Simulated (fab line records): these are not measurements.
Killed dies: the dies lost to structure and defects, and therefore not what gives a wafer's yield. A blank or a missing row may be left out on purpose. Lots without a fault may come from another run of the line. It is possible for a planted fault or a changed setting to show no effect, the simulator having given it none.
2 desks looking at one fault | flow gf180mcu | every desk sees just its own numbers, and what lay behind them comes last

## TOOL OWNER'S DESK, rie diel-04
The tool's own readings at GF_V5_ETCH_16 (etches BARC in N2/H2): means of the sampled wafers that have a number, for each lot that ran on this tool. A lot is out of limits, marked OUT, if its mean lies more than 4 standard deviations from the usual mean; the brackets give that distance.
Columns: A = chamber pressure mTorr at GF_V5_ETCH_16, usual 30.001 mTorr; B = drypump motor current A at GF_V5_ETCH_16, usual 5.7 A; C = oes product au at GF_V5_ETCH_16, usual 0.854 a.u.; D = rf fwd power W at GF_V5_ETCH_16, usual 495.0 W; E = throttle valve pct at GF_V5_ETCH_16, usual 13.225 %
lot  | first seen here | A      | B   | C     | D                       | E
L924 | day 31 16:28    | 29.984 | 5.5 | 0.858 | 694.5 (+99 or more) OUT | 13.219
L926 | day 31 20:56    | 30.028 | 5.7 | 0.849 | 693.9 (+99 or more) OUT | 13.221
This desk's verdict: out of limits on L924, L926, starting with L924 at day 31 16:28 (rf fwd power W at GF_V5_ETCH_16). In limits: none.

## AT THE METROLOGY DESK
What the gauges read, lot by lot, whatever tool the lot ran on: means of the sampled wafers that have a number. A lot is out of limits, marked OUT, if its mean lies more than 4 standard deviations from the usual mean; the brackets give that distance.
Columns: A = M5_OVL at GF_M5_OVL_MEAS_08, usual 3 nm; B = V5_BOW at GF_V5_BOW_MEAS_05, usual 133 um; C = V5_W_RS at GF_V5_RS_MEAS_24, usual 0.327 ohm/sq
lot  | first seen here | A  | B   | C
L910 | day 26 05:16    | 6  | 140 | 0.324
L911 | day 26 12:06    | 14 | 129 | 0.326
L913 | day 27 04:03    | 11 | 115 | 0.327
L914 | day 27 14:42    | 5  | 140 | 0.325
L915 | day 27 23:51    | 3  | 140 | 0.328
L916 | day 28 03:33    | -4 | 153 | 0.329
L918 | day 28 23:45    | 8  | 136 | 0.326
L924 | day 30 21:28    | -4 | 116 | 0.326
L926 | day 31 01:44    | 5  | 137 | 0.324
L927 | day 31 12:43    | 0  | 131 | 0.326
L928 | day 31 18:19    | -2 | 134 | 0.328
L931 | day 32 07:11    | 5  | 124 | 0.329
L933 | day 32 16:15    | 4  | 130 | 0.332
This desk's verdict: no lot among the 13 shows anything out of limits.

## TAKEN TOGETHER
The tool owner's desk could have raised an alarm at day 31 16:28, on L924, L926.
Metrology desk: nothing out of limits seen.
The metrology desk has L924, L926 on record, within its limits.
All the named lots went through GF_V5_ETCH_16 on rie diel-04.

## WHAT HAD BEEN PUT IN BY THE SIMULATOR
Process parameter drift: rie diel-04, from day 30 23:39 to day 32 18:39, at GF_V5_ETCH_16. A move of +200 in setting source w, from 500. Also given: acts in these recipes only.
Shown lots that were struck: L924, L926.
How many hours passed from the start of the fault until each desk's first out-of-limits reading: the tool owner's desk, 17.
